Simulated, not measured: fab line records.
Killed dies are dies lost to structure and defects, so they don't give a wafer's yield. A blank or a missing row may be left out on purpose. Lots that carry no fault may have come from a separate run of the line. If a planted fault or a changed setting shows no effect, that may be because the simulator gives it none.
fab line records -- flow sky130
record lots=5, wafers=15, last-day=50
route steps=708 shown VIA3@586 METAL4@598 CAP2M@603 PAD_OPEN@708
lots that met no fault: from a run of the same line without faults
start-h: start of the lot's first displayed wafer, in hours after the record's first day -- wait-h: hours since the lot's step before -- " as in the row above -- L1.1+2: a single row standing in for several wafers -- - no value present, or no start provided -- * or withheld: withheld -- < > ~ a bound
route shown NAME@n: NAME is a module with steps in the file, n the number in the route of the first one -- usual: mean/standard deviation of fault-free wafers -- same: alike in all rows -- chamber/n: place in a boat -- sites: readings site by site -- _std_site: their standard deviation -- _edge_site: inner sites' mean taken away from outer sites' mean -- radius-mm: for every site, how far away it sits from the centre of the wafer -- mask NAME#n: copy n -- behind: the last tool/chamber to shape the wafer -- hold: cause of the lot's hold/its duration in hours/its outcome -- device: the transistor (n, p or np) that didn't switch -- end of line: at the end of the route, the tests of the same wafers -- step lacking rows: just its recipe -- killed: dies lost to structure and defects at the first sort, not the wafer's yield -- map: per-die view of a wafer (x killed, . not killed, _ where there is no die)
set.NAME: the setting the step ran with; set.NAME@STEP: the setting that earlier step ran with -- model.NAME: the simulator's own value behind a step, which no gauge read
a table for each step, a row for each wafer; lots at some steps of the route
services: from which hour (start-h, from the record's first day; less than 0 if before it) a tool's chamber was out of use, for how many hours, and why
## steps
# step SKY_VIA3_OVL_MEAS_13
# usual VIA3_OVL=-6/5.4
lot.wafer,tool,chamber,start-h,wait-h,VIA3_OVL[nm]
L387.1,overlay-02,-,968.02,0.1,-9
L387.4,overlay-02,-,968.02,0.1,-4
L387.6,overlay-02,-,968.02,0.1,0
L389.1,overlay-01,-,971.37,0.1,-8
L389.3,overlay-01,-,971.37,0.1,0
L389.6,overlay-01,-,971.37,0.1,4
L388.1,overlay-01,-,977.10,0.1,-11
L388.4,overlay-01,-,977.10,0.1,-6
L388.6,overlay-01,-,977.10,0.1,-3
L403.3,overlay-02,-,1070.06,0.1,-7
L403.4,overlay-02,-,1070.06,0.1,-5
L403.5,overlay-02,-,1070.06,0.1,-7
L407.1,overlay-02,-,1085.75,0.1,-9
L407.5,overlay-02,-,1085.75,0.1,-6
L407.6,overlay-02,-,1085.75,0.1,-11
# step SKY_VIA3_ETCH_14
# recipe chemistry=N2/H2, target=BARC, ion-energy-ev=200, source-w=500, bias-w=100, pressure-mtorr=30, n2-flow-sccm=100, h2-flow-sccm=200, stop-on=SiO2, time-s=45.9, target-depth-a=600
# step SKY_VIA3_ETCH_15
# recipe target=SiO2, chemistry=C4F8/O2/Ar, target-depth-nm=507, stop-on=TiN, mask-material=KrF-thick, source-w=1500, bias-w=1173, pressure-mtorr=40, c4f8-flow-sccm=withheld, O2_flow_sccm=6, Ar_flow_sccm=300, time-s=78
# step SKY_VIA3_STRIP_16
# recipe chemistry=O2/N2, power-w=1400, pressure-mtorr=1500, platen-temp-c=withheld, o2-flow-sccm=3000, n2-flow-sccm=300, overash-fraction=0.5
# step SKY_VIA3_STRIP_17
# recipe chemistry=post-etch-residue-remover, time-s=1200, temp-c=72.5
# step SKY_VIA3_CLEAN_18
# recipe chemistry=IPA, time-s=180, temp-c=25
# step SKY_VIA3_CLEAN_19
# recipe chemistry=O3/DIW, dry=n2-spin
# step SKY_VIA3_SPUTTER_20
# recipe material=TiN, target-thk-nm=20, chamber-pressure-pa=5, power-w=4000, time-s=80
# step SKY_VIA3_CVD_21
# recipe material=W, target-thk-nm=390, time-s=117.31, temp-c=400, pressure-torr=40
# usual chamber-pressure-Torr=40.00/0.085, heater-power-w=966/85
lot.wafer,tool,chamber,start-h,wait-h,chamber-pressure-Torr,heater-power-w
L387.1,cvd-w-02,1,968.82,0.0,40.12,959
L387.4,cvd-w-02,0,968.82,0.0,39.86,1076
L387.6,cvd-w-02,0,968.82,0.0,40.00,1063
L389.1,cvd-w-01,1,972.24,0.0,40.02,894
L389.3,cvd-w-01,1,972.24,0.0,40.04,898
L389.6,cvd-w-01,1,972.24,0.0,40.04,902
L388.1,cvd-w-02,0,977.91,0.0,40.00,1083
L388.4,cvd-w-02,0,977.91,0.0,40.02,1085
L388.6,cvd-w-02,1,977.91,0.0,39.99,969
L403.3,cvd-w-02,1,1070.88,0.1,39.93,966
L403.4,cvd-w-02,0,1070.88,0.1,40.01,1109
L403.5,cvd-w-02,0,1070.88,0.1,39.95,1067
L407.1,cvd-w-01,0,1086.54,0.0,39.96,864
L407.5,cvd-w-01,1,1086.54,0.0,40.00,889
L407.6,cvd-w-01,0,1086.54,0.0,39.99,843
# step SKY_VIA3_RS_MEAS_22
# recipe thk-meas-gauge=four-point-probe, reads=W_of_VIA3_CVD_21+TiN_of_VIA3_SPUTTER_20
# usual VIA3_W_RS=0.292/0.0061
lot.wafer,tool,chamber,start-h,wait-h,VIA3_W_RS[ohm/sq]
L387.1,film-metro-01,-,968.94,0.1,0.293
L387.4,film-metro-01,-,968.94,0.1,0.285
L387.6,film-metro-01,-,968.94,0.1,0.283
L389.1,film-metro-04,-,972.36,0.1,0.300
L389.3,film-metro-04,-,972.36,0.1,0.296
L389.6,film-metro-04,-,972.36,0.1,0.297
L388.1,film-metro-03,-,978.03,0.1,0.284
L388.4,film-metro-03,-,978.03,0.1,0.281
L388.6,film-metro-03,-,978.03,0.1,0.292
L403.3,film-metro-04,-,1071.01,0.1,0.292
L403.4,film-metro-04,-,1071.01,0.1,0.285
L403.5,film-metro-04,-,1071.01,0.1,0.287
L407.1,film-metro-04,-,1086.67,0.1,0.300
L407.5,film-metro-04,-,1086.67,0.1,0.300
L407.6,film-metro-04,-,1086.67,0.1,0.299
# step SKY_VIA3_THK_MEAS_23
# recipe thk-meas-gauge=xrf, reads=W_of_VIA3_CVD_21
# usual VIA3_W_THK=386/7.3
lot.wafer,tool,chamber,start-h,wait-h,VIA3_W_THK[nm]
L387.1,film-metro-01,-,969.06,0.1,380
L387.4,film-metro-01,-,969.06,0.1,394
L387.6,film-metro-01,-,969.06,0.1,393
L389.1,film-metro-04,-,972.48,0.1,375
L389.3,film-metro-04,-,972.48,0.1,378
L389.6,film-metro-04,-,972.48,0.1,378
L388.1,film-metro-03,-,978.15,0.1,400
L388.4,film-metro-03,-,978.15,0.1,404
L388.6,film-metro-03,-,978.15,0.1,389
L403.3,film-metro-04,-,1071.11,0.1,384
L403.4,film-metro-04,-,1071.11,0.1,393
L403.5,film-metro-04,-,1071.11,0.1,390
L407.1,film-metro-04,-,1086.79,0.1,374
L407.5,film-metro-04,-,1086.79,0.1,372
L407.6,film-metro-04,-,1086.79,0.1,374
# step SKY_VIA3_CMP_24
# recipe stop-on=SiO2, t-overpolish-s=20, down-force-psi=3.5, platen-rpm=61.08, target-thk-nm=0, pad-velocity-m-s=0.94248
# usual motor-current-A=11.3/1.7, overpolish-run-s=20.000/0.0089, time-to-endpoint-s=92/6.6
lot.wafer,tool,chamber,start-h,wait-h,motor-current-A,overpolish-run-s,time-to-endpoint-s
L387.1,cmp-02,3,969.12,0.1,12.6,19.996,94
L387.4,cmp-02,1,969.12,0.1,9.8,20.001,100
L387.6,cmp-02,0,969.12,0.1,11.3,20.012,89
L389.1,cmp-02,3,972.59,0.1,12.6,19.999,93
L389.3,cmp-02,0,972.59,0.1,10.5,20.001,82
L389.6,cmp-02,3,972.59,0.1,12.7,19.993,96
L388.4,cmp-02,2,978.21,0.0,14.8,19.998,91
L388.1,cmp-02,1,978.21,0.0,9.4,19.995,98
L388.6,cmp-02,2,978.21,0.0,13.4,19.997,87
L403.3,cmp-01,1,1071.57,0.4,10.0,19.996,90
L403.4,cmp-01,2,1071.57,0.4,11.2,19.994,100
L403.5,cmp-01,1,1071.57,0.4,10.9,20.014,88
L407.1,cmp-02,0,1087.50,0.7,10.8,19.992,83
L407.5,cmp-02,1,1087.50,0.7,9.4,20.010,89
L407.6,cmp-02,2,1087.50,0.7,14.4,19.991,85
# step SKY_METAL4_SPUTTER_00
# recipe material=Ti, target-thk-nm=15, power-w=3000, time-s=10, chamber-pressure-pa=0.4
# usual throttle-valve-pct=29.5/0.67
lot.wafer,tool,chamber,start-h,wait-h,throttle-valve-pct
L387.1,pvd-sputter-01,-,969.42,0.2,30.8
L387.4,pvd-sputter-01,-,969.42,0.2,29.0
L387.6,pvd-sputter-01,-,969.42,0.2,29.1
L389.1,pvd-sputter-03,-,972.84,0.2,29.0
L389.3,pvd-sputter-03,-,972.84,0.2,30.9
L389.6,pvd-sputter-03,-,972.84,0.2,30.4
L388.1,pvd-sputter-04,-,978.51,0.1,29.2
L388.4,pvd-sputter-04,-,978.51,0.1,28.9
L388.6,pvd-sputter-04,-,978.51,0.1,29.2
L403.3,pvd-sputter-03,-,1071.82,0.2,29.8
L403.4,pvd-sputter-03,-,1071.82,0.2,29.2
L403.5,pvd-sputter-03,-,1071.82,0.2,29.9
L407.1,pvd-sputter-04,-,1087.65,0.1,29.7
L407.5,pvd-sputter-04,-,1087.65,0.1,29.4
L407.6,pvd-sputter-04,-,1087.65,0.1,29.7
# step SKY_METAL4_SPUTTER_01
# recipe material=TiN, target-thk-nm=20, power-w=6500, time-s=16.7, chamber-pressure-pa=0.4
# step SKY_METAL4_SPUTTER_02
# recipe material=AlCu, target-thk-nm=735, power-w=10600, time-s=39.1, chamber-pressure-pa=0.4
# step SKY_METAL4_SPUTTER_03
# recipe material=Ti, target-thk-nm=5, power-w=3000, time-s=3.3, chamber-pressure-pa=0.4
# usual throttle-valve-pct=29.5/0.69
lot.wafer,tool,chamber,start-h,wait-h,throttle-valve-pct
L387.1,pvd-sputter-01,-,969.51,0.0,31.1
L387.4,pvd-sputter-01,-,969.51,0.0,29.0
L387.6,pvd-sputter-01,-,969.51,0.0,29.1
L389.1,pvd-sputter-03,-,972.93,0.0,29.0
L389.3,pvd-sputter-03,-,972.93,0.0,31.0
L389.6,pvd-sputter-03,-,972.93,0.0,30.7
L388.1,pvd-sputter-04,-,978.60,0.0,29.3
L388.4,pvd-sputter-04,-,978.60,0.0,29.3
L388.6,pvd-sputter-04,-,978.60,0.0,29.2
L403.3,pvd-sputter-03,-,1071.90,0.0,29.7
L403.4,pvd-sputter-03,-,1071.90,0.0,28.7
L403.5,pvd-sputter-03,-,1071.90,0.0,29.6
L407.1,pvd-sputter-04,-,1087.73,0.0,29.4
L407.5,pvd-sputter-04,-,1087.73,0.0,29.4
L407.6,pvd-sputter-04,-,1087.73,0.0,29.7
# step SKY_METAL4_SPUTTER_04
# recipe material=TiN, target-thk-nm=70, power-w=6500, time-s=58.3, chamber-pressure-pa=0.4
# usual throttle-valve-pct=29.5/0.68
lot.wafer,tool,chamber,start-h,wait-h,throttle-valve-pct
L387.1,pvd-sputter-01,-,969.53,0.0,30.8
L387.4,pvd-sputter-01,-,969.53,0.0,29.0
L387.6,pvd-sputter-01,-,969.53,0.0,29.2
L389.1,pvd-sputter-03,-,972.95,0.0,29.0
L389.3,pvd-sputter-03,-,972.95,0.0,30.8
L389.6,pvd-sputter-03,-,972.95,0.0,30.7
L388.1,pvd-sputter-04,-,978.61,0.0,29.1
L388.4,pvd-sputter-04,-,978.61,0.0,29.2
L388.6,pvd-sputter-04,-,978.61,0.0,29.3
L403.3,pvd-sputter-03,-,1071.92,0.0,29.9
L403.4,pvd-sputter-03,-,1071.92,0.0,29.1
L403.5,pvd-sputter-03,-,1071.92,0.0,29.8
L407.1,pvd-sputter-04,-,1087.75,0.0,29.7
L407.5,pvd-sputter-04,-,1087.75,0.0,29.1
L407.6,pvd-sputter-04,-,1087.75,0.0,29.4
# step SKY_CAP2M_CVD_00
# recipe material=SiO2, target-thk-nm=15.5, temp-c=400, time-s=withheld, rf-w=450
# step SKY_CAP2M_THK_MEAS_01
# recipe reads=SiO2_of_CAP2M_CVD_00
# usual CAP2M_CVD_00_THK=15.40/0.24
lot.wafer,tool,chamber,start-h,wait-h,CAP2M_CVD_00_THK[nm]
L387.1,film-metro-02,-,969.60,-,15.43
L387.4,film-metro-02,-,969.60,-,15.64
L387.6,film-metro-02,-,969.60,-,15.65
L389.1,film-metro-03,-,973.02,-,15.21
L389.3,film-metro-03,-,973.02,-,14.90
L389.6,film-metro-03,-,973.02,-,15.39
L388.1,film-metro-03,-,978.68,-,15.18
L388.4,film-metro-03,-,978.68,-,15.37
L388.6,film-metro-03,-,978.68,-,15.34
L403.3,film-metro-02,-,1072.01,-,15.24
L403.4,film-metro-02,-,1072.01,-,15.51
L403.5,film-metro-02,-,1072.01,-,15.52
L407.1,film-metro-02,-,1087.82,-,15.23
L407.5,film-metro-02,-,1087.82,-,15.55
L407.6,film-metro-02,-,1087.82,-,15.94
# step SKY_CAP2M_SPUTTER_02
# recipe material=TiN, target-thk-nm=200, temp-c=300, power-w=6500, time-s=166.7, chamber-pressure-pa=0.4
# usual throttle-valve-pct=30.1/0.77
lot.wafer,tool,chamber,start-h,wait-h,throttle-valve-pct
L387.1,pvd-sputter-03,-,969.66,0.1,29.8
L387.4,pvd-sputter-03,-,969.66,0.1,29.9
L387.6,pvd-sputter-03,-,969.66,0.1,29.8
L389.1,pvd-sputter-02,-,973.08,0.1,30.4
L389.3,pvd-sputter-02,-,973.08,0.1,31.1
L389.6,pvd-sputter-02,-,973.08,0.1,30.5
L388.1,pvd-sputter-02,-,978.74,0.1,30.2
L388.4,pvd-sputter-02,-,978.74,0.1,30.4
L388.6,pvd-sputter-02,-,978.74,0.1,30.3
L403.3,pvd-sputter-02,-,1072.05,0.0,30.9
L403.4,pvd-sputter-02,-,1072.05,0.0,30.2
L403.5,pvd-sputter-02,-,1072.05,0.0,30.3
L407.1,pvd-sputter-03,-,1087.88,0.1,29.7
L407.5,pvd-sputter-03,-,1087.88,0.1,29.6
L407.6,pvd-sputter-03,-,1087.88,0.1,29.0
# step SKY_CAP2M_RS_MEAS_03
# recipe thk-meas-gauge=four-point-probe, reads=TiN_of_CAP2M_SPUTTER_02
# usual CAP2M_TIN_RS=6.93/0.1
lot.wafer,tool,chamber,start-h,wait-h,CAP2M_TIN_RS[ohm/sq]
L387.1,film-metro-03,-,969.77,0.1,6.69
L387.4,film-metro-03,-,969.77,0.1,7.05
L387.6,film-metro-03,-,969.77,0.1,7.03
L389.1,film-metro-02,-,973.20,0.1,6.91
L389.3,film-metro-02,-,973.20,0.1,6.85
L389.6,film-metro-02,-,973.20,0.1,6.79
L388.1,film-metro-02,-,978.85,0.1,7.10
L388.4,film-metro-02,-,978.85,0.1,7.05
L388.6,film-metro-02,-,978.85,0.1,7.01
L403.3,film-metro-03,-,1072.20,0.1,6.98
L403.4,film-metro-03,-,1072.20,0.1,6.98
L403.5,film-metro-03,-,1072.20,0.1,6.86
L407.1,film-metro-02,-,1087.99,0.1,6.99
L407.5,film-metro-02,-,1087.99,0.1,6.79
L407.6,film-metro-02,-,1087.99,0.1,6.96
# step SKY_CAP2M_THK_MEAS_04
# recipe thk-meas-gauge=xrf, reads=TiN_of_CAP2M_SPUTTER_02
# usual CAP2M_TIN_THK=198.5/2.9
lot.wafer,tool,chamber,start-h,wait-h,CAP2M_TIN_THK[nm]
L387.1,film-metro-03,-,969.89,0.1,206.9
L387.4,film-metro-03,-,969.89,0.1,197.0
L387.6,film-metro-03,-,969.89,0.1,197.1
L389.1,film-metro-02,-,973.32,0.1,197.9
L389.3,film-metro-02,-,973.32,0.1,201.1
L389.6,film-metro-02,-,973.32,0.1,202.2
L388.1,film-metro-02,-,978.97,0.1,193.4
L388.4,film-metro-02,-,978.97,0.1,195.5
L388.6,film-metro-02,-,978.97,0.1,196.7
L403.3,film-metro-03,-,1072.30,0.1,197.6
L403.4,film-metro-03,-,1072.30,0.1,197.0
L403.5,film-metro-03,-,1072.30,0.1,200.7
L407.1,film-metro-02,-,1088.11,0.1,196.2
L407.5,film-metro-02,-,1088.11,0.1,202.4
L407.6,film-metro-02,-,1088.11,0.1,197.3
# step SKY_CAP2M_DEHYDRATE_05
# recipe temp-c=200, time-s=60
# step SKY_CAP2M_HMDS_06
# recipe prime-time-s=60, prime-temp-c=120
# step SKY_CAP2M_COAT_07
# recipe resist=NOVOLAK, spin-rpm=3000, resist-thk-nm=1140
# step SKY_CAP2M_SOFTBAKE_08
# recipe temp-c=90, time-s=60, resist=NOVOLAK
# step SKY_CAP2M_EXPOSE_09
# recipe mask-id=CAP2M, na=0.6, source-shape=conventional, sigma-outer=0.6, polarization=unpolarized, target-cd-nm=1000, dose-mj=159
# step SKY_CAP2M_PEB_10
# recipe temp-c=withheld, time-s=*, resist=NOVOLAK
# step SKY_CAP2M_DEVELOP_11
# recipe resist=NOVOLAK, developer=TMAH, develop-time-s=60, dev-temp-c=23
# step SKY_CAP2M_OVL_MEAS_12
# usual CAP2M_OVL=-0.4/1.7
lot.wafer,tool,chamber,start-h,wait-h,CAP2M_OVL[nm]
L387.1,overlay-02,-,993.98,0.1,-0.8
L387.4,overlay-02,-,993.98,0.1,-1.3
L387.6,overlay-02,-,993.98,0.1,-1.7
L389.1,overlay-02,-,997.15,0.1,1.6
L389.3,overlay-02,-,997.15,0.1,2.1
L389.6,overlay-02,-,997.15,0.1,0.0
L388.1,overlay-02,-,1002.65,0.1,-4.8
L388.4,overlay-02,-,1002.65,0.1,-2.7
L388.6,overlay-02,-,1002.65,0.1,-4.3
L403.3,overlay-01,-,1092.62,0.1,0.1
L403.4,overlay-01,-,1092.62,0.1,-0.3
L403.5,overlay-01,-,1092.62,0.1,2.1
L407.1,overlay-01,-,1108.50,0.1,-1.9
L407.5,overlay-01,-,1108.50,0.1,1.5
L407.6,overlay-01,-,1108.50,0.1,-1.4
# step SKY_CAP2M_METAL_ETCH_13
# recipe target-depth-nm=220, stop-on=SiO2, chemistry=Cl2/BCl3, target=TiN, pressure-mtorr=10, icp-w=900, bias-w=48.5, Cl2_flow_sccm=60, bcl3-flow-sccm=30, time-s=62.9
# step SKY_CAP2M_STRIP_14
# recipe chemistry=O2/N2, power-w=1400, pressure-mtorr=1500, platen-temp-c=withheld, o2-flow-sccm=3000, n2-flow-sccm=300, overash-fraction=0.5
# step SKY_CAP2M_STRIP_15
# recipe chemistry=post-etch-residue-remover, time-s=1200, temp-c=72.5
# step SKY_CAP2M_CLEAN_16
# recipe chemistry=IPA, time-s=180, temp-c=25
# step SKY_CAP2M_CLEAN_17
# recipe chemistry=O3/DIW, dry=n2-spin
# step SKY_METAL4_DEHYDRATE_05
# recipe temp-c=200, time-s=60
# step SKY_METAL4_HMDS_06
# recipe prime-time-s=60, prime-temp-c=120
# step SKY_METAL4_COAT_07
# recipe resist=BARC, temp-c=withheld, time-s=withheld, spin-rpm=3000, resist-thk-nm=60
# step SKY_METAL4_COAT_08
# recipe resist=KrF-thick, spin-rpm=3000, resist-thk-nm=1140
# step SKY_METAL4_SOFTBAKE_09
# recipe temp-c=100, time-s=90, resist=KrF-thick
# step SKY_METAL4_EXPOSE_10
# recipe mask-id=MM4, na=0.68, source-shape=annular, sigma-inner=0.4, sigma-outer=0.8, target-cd-nm=300, dose-mj=28.53
# step SKY_METAL4_PEB_11
# recipe peb-temp-c=withheld, peb-time-s=withheld, resist=KrF-thick
# step SKY_PAD_OPEN_PROBE_99
# usual defect-limited-yield=82.4/1.9, killed_at_M0_to_M3=43/7.5, killed_at_M4_up=3.2/1.9, killed-at-contacts=24/4.9, killed-at-front-end=15/4.3, killed-at-other=0.4/0.72, killed-dies=86/9.1, killed-open=47/6.5, killed-short=39/6.5, sort_bin_3_pad_short=0.9/0.43, sort_bin_5_function=10.4/1.3, sort_bin_6_memory=6.3/1.2, sort-n-pass=406/9.1, sort-yield-pct=82.4/1.9
# same gross-dies=492, killed-at-back-side=0, sort_bin_4_leakage[%]=0, sort_bin_8_speed[%]=0
lot.wafer,tool,chamber,start-h,wait-h,defect-limited-yield[%],killed_at_M0_to_M3,killed_at_M4_up,killed-at-contacts,killed-at-front-end,killed-at-other,killed-dies,killed-open,killed-short,sort_bin_3_pad_short[%],sort_bin_5_function[%],sort_bin_6_memory[%],sort-n-pass,sort-yield-pct[%],model.etest.tester.sort-n-pass,model.etest.tester.sort-yield-pct,model.etest.tester.sort_bin_5_pct,model.etest.tester.sort_bin_3_pct
L387.1,prober-01,-,1113.11,0.1,81.3,47,6,18,20,1,92,49,41,0.8,12.0,5.9,400,81.3,400,81.3,11.99,0.813
L387.4,prober-01,-,1113.26,0.2,80.7,48,2,25,17,3,95,48,47,1.2,11.4,6.7,397,80.7,397,80.69,11.38,1.22
L387.6,prober-01,-,1113.36,0.2,80.5,55,4,22,15,0,96,45,51,1.0,10.8,7.7,396,80.5,396,80.49,10.77,1.016
L389.1,prober-02,-,1113.85,0.1,82.5,43,2,21,19,1,86,40,46,0.8,9.6,7.1,406,82.5,406,82.52,9.553,0.813
L389.3,prober-02,-,1113.95,0.2,83.1,36,2,26,18,1,83,46,37,1.2,10.4,5.3,409,83.1,409,83.13,10.37,1.22
L389.6,prober-02,-,1114.10,0.2,78.7,53,3,32,16,1,105,61,43,1.6,13.2,6.5,387,78.7,387,78.66,13.21,1.626
L388.1,prober-01,-,1119.25,0.1,82.3,45,6,20,16,0,87,51,34,0.8,10.4,6.5,405,82.3,405,82.32,10.37,0.813
L388.4,prober-01,-,1119.40,0.2,83.3,43,2,26,11,0,82,46,35,0.4,9.3,6.9,410,83.3,410,83.33,9.35,0.4065
L388.6,prober-01,-,1119.50,0.2,84.1,46,5,15,11,1,78,50,25,1.0,8.5,6.3,414,84.1,414,84.15,8.537,1.016
L403.3,prober-02,-,1192.71,0.2,83.1,35,3,27,18,0,83,48,35,0.6,10.6,5.7,409,83.1,409,83.13,10.57,0.6098
L403.4,prober-02,-,1192.76,0.2,79.3,34,36,14,18,0,102,44,25,3.3,13.4,4.1,390,79.3,390,79.27,13.41,3.252
L403.5,prober-02,-,1192.81,0.2,85.4,36,4,18,14,0,72,42,30,1.0,8.1,5.5,420,85.4,420,85.37,8.13,1.016
L407.1,prober-01,-,1207.90,0.1,82.5,59,2,17,8,0,86,49,37,1.0,9.8,6.7,406,82.5,406,82.52,9.756,1.016
L407.5,prober-01,-,1208.10,0.2,83.3,46,5,22,9,0,82,43,39,0.8,11.0,4.9,410,83.3,410,83.33,10.98,0.813
L407.6,prober-01,-,1208.15,0.2,80.7,45,4,30,16,0,95,54,40,1.2,11.0,7.1,397,80.7,397,80.69,10.98,1.22
# killed by level:class
L387.1 CONTACT:geometric-particle:open=10 VIA1:geometric-particle:open=8 VIA3:geometric-particle:open=7 FIELD_ISO:geometric-particle:open=6 VIA2:geometric-particle:open=6 VIA3:geometric-particle:short=5 METAL3:geometric-particle:short=5 FIELD_ISO:geometric-particle:short=4
L387.4 VIA1:geometric-particle:open=10 VIA2:geometric-particle:open=9 CONTACT:geometric-particle:open=8 METAL1:geometric-particle:short=8 FIELD_ISO:geometric-particle:short=6 LI_CONTACT:geometric-particle:open=6 FIELD_ISO:geometric-particle:open=5 VIA3:geometric-particle:open=5
L387.6 CONTACT:geometric-particle:open=11 VIA1:geometric-particle:open=9 FIELD_ISO:geometric-particle:short=8 VIA2:geometric-particle:open=8 VIA3:geometric-particle:open=8 METAL1:geometric-particle:short=7 METAL2:geometric-particle:short=6 VIA1:geometric-particle:short=6
L389.1 VIA1:geometric-particle:open=11 VIA1:geometric-particle:short=7 FIELD_ISO:geometric-particle:short=6 VIA2:geometric-particle:short=6 CONTACT:geometric-particle:open=6 VIA2:geometric-particle:open=6 FIELD_ISO:geometric-particle:open=5 POLY_GATE:geometric-particle:short=5
L389.3 VIA1:geometric-particle:open=10 CONTACT:geometric-particle:open=9 VIA3:geometric-particle:short=7 VIA3:geometric-particle:open=7 POLY_GATE:geometric-particle:open=6 LI_CONTACT:geometric-particle:short=6 FIELD_ISO:geometric-particle:open=5 POLY_GATE:geometric-particle:short=4
L389.6 VIA2:geometric-particle:open=10 VIA1:geometric-particle:open=10 CONTACT:geometric-particle:open=10 VIA3:geometric-particle:open=9 LI_CONTACT:geometric-particle:open=8 METAL1:geometric-particle:short=6 METAL3:geometric-particle:short=6 FIELD_ISO:geometric-particle:open=5
L388.1 CONTACT:geometric-particle:open=9 VIA2:geometric-particle:open=8 VIA1:geometric-particle:open=8 METAL2:geometric-particle:short=8 LI_CONTACT:geometric-particle:open=5 FIELD_ISO:geometric-particle:open=4 VIA3:geometric-particle:open=4 POLY_GATE:geometric-particle:short=4
L388.4 VIA1:geometric-particle:open=10 CONTACT:geometric-particle:open=9 LI_CONTACT:geometric-particle:open=9 METAL1:geometric-particle:short=8 VIA3:geometric-particle:open=7 METAL2:geometric-particle:short=5 FIELD_ISO:geometric-particle:open=3 POLY_GATE:geometric-particle:short=3
L388.6 VIA1:geometric-particle:open=11 VIA2:geometric-particle:open=7 CONTACT:geometric-particle:open=7 VIA3:geometric-particle:open=6 METAL1:geometric-particle:short=5 LI_CONTACT:geometric-particle:open=4 METAL1:geometric-particle:open=4 METAL2:geometric-particle:short=4
L403.3 VIA3:geometric-particle:open=8 CONTACT:geometric-particle:open=7 CONTACT:geometric-particle:short=7 VIA2:geometric-particle:open=7 LOCAL_INTERCONNECT:geometric-particle:short=6 POLY_GATE:geometric-particle:open=5 LI_CONTACT:geometric-particle:open=5 VIA1:geometric-particle:open=5
L403.4 METAL4:unspecified=33 VIA1:geometric-particle:open=10 POLY_GATE:geometric-particle:open=8 CONTACT:geometric-particle:short=5 VIA1:geometric-particle:short=5 FIELD_ISO:geometric-particle:open=4 CONTACT:geometric-particle:open=4 VIA2:geometric-particle:open=4
L403.5 VIA1:geometric-particle:open=7 CONTACT:geometric-particle:open=6 VIA2:geometric-particle:short=6 VIA3:geometric-particle:open=6 LI_CONTACT:geometric-particle:open=5 METAL2:geometric-particle:short=5 METAL3:geometric-particle:short=5 FIELD_ISO:geometric-particle:open=4
L407.1 VIA1:geometric-particle:open=14 VIA2:geometric-particle:open=11 LOCAL_INTERCONNECT:geometric-particle:short=7 METAL1:geometric-particle:short=7 METAL2:geometric-particle:short=7 METAL3:geometric-particle:short=6 VIA3:geometric-particle:open=6 LI_CONTACT:geometric-particle:open=5
L407.5 METAL2:geometric-particle:short=11 VIA1:geometric-particle:open=9 CONTACT:geometric-particle:open=8 VIA3:geometric-particle:open=7 LI_CONTACT:geometric-particle:open=5 FIELD_ISO:geometric-particle:open=4 CONTACT:geometric-particle:short=4 METAL1:geometric-particle:short=4
L407.6 CONTACT:geometric-particle:open=14 VIA1:geometric-particle:open=9 LI_CONTACT:geometric-particle:open=7 VIA2:geometric-particle:open=7 FIELD_ISO:geometric-particle:short=6 FIELD_ISO:geometric-particle:open=5 CONTACT:geometric-particle:short=5 METAL1:geometric-particle:short=5
# map L403.4 (x killed, . not)
__________...x......_________
________.x.........xx._______
______......x..........._____
_____..x.............x...____
____............x....x....___
___.....x.x................__
__....xx.......x........x.xx_
_...........x..x.xx.......x.x
_......xx...x...xx.x..x..x...
_...x..x........x............
_..........x................x
_....................x.......
_.x....x...x.......x..xxxxx..
_......x..x.x...........x..xx
_.....x...x....x.........x...
__.....................x...._
___.......x...........x....__
____.x.....xxx..x.xxx....x___
_____....x....xxxxxx.x.x.____
______.x......xxxxxxxx.._____
________..x.x.xxxxxxx._______
__________...xxxxxxx_________
# map L389.6 (x killed, . not)
__________.x........_________
________......x...x..._______
______....xx...........x_____
_____x...x.x.....x.x.....____
____.x............xx......___
___..xx...xxx..x..x.....x..__
__........x.x.x..x....x..x.._
_x.......x.x..x.x....x.x..x..
_...xx.xx....xxx..xx..x......
_....x.......x.....x.....xxx.
_................x......x....
_.....x.......x...x...xx.....
_x.....x.x...............x...
_xx..........x..........xx.xx
_........x........x...x.....x
__..x......xx...x...xx.x...._
___.x..x.......x...x.x..x..__
____...x........xx........___
_____..x.......x......x..____
______x.x...xx.x.x.....x_____
________.x.x.x........_______
__________x.x......._________
## services
tool,chamber,start-h,hours,kind
cmp-01,-,954.70,3.9,repair
cmp-01,-,957.42,3.1,repair
cmp-01,-,970.01,12.1,pm
pvd-sputter-01,-,972.30,1.1,repair
cvd-w-01,-,983.00,0.6,repair
cmp-02,-,983.78,2.5,repair
pvd-sputter-03,-,998.02,3.0,repair
pvd-sputter-03,-,1011.24,1.3,repair
cmp-02,-,1033.75,1.2,repair
pvd-sputter-02,-,1034.83,4.2,repair
pvd-sputter-04,-,1037.13,13.5,repair
cvd-w-01,0,1040.62,5.9,repair
cmp-02,-,1044.77,0.7,repair
pvd-sputter-03,0,1046.39,-,consumable-replace:kit
pvd-sputter-03,0,1046.39,18.0,scheduled-down
pvd-sputter-03,0,1046.39,18.0,vent-cycle
cmp-02,-,1053.52,14.0,pm
cmp-02,-,1067.52,6.6,pm
pvd-sputter-01,3,1069.78,-,consumable-replace:kit
cmp-02,-,1076.07,0.3,repair
cmp-01,-,1084.34,4.0,pm
pvd-sputter-04,1,1085.59,-,consumable-replace:kit
pvd-sputter-04,1,1085.59,18.0,scheduled-down
pvd-sputter-04,1,1085.59,18.0,vent-cycle
## key
first-sign step=SKY_PAD_OPEN_PROBE_99, reading=killed_at_M4_up, direction=up, sigmas=18, usual=3.2, struck=36
effect step=SKY_PAD_OPEN_PROBE_99, reading=sort_bin_3_pad_short, direction=up, sigmas=5.4, usual=0.9, struck=3.3
model-effect step=SKY_PAD_OPEN_PROBE_99, value=etest.tester.sort-n-pass, without=416, struck=390
met-at SKY_METAL4_SPUTTER_00
struck-wafers L403.4
onset-between 972.84 1071.82
fault kind=chamber-particle-source, tool=pvd-sputter-03, chamber=-, onset-h=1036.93, steps=SKY_METAL4_SPUTTER_00, rate-per-visit-cm2=0.483, end-h=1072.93, scope=struck-wafers-only
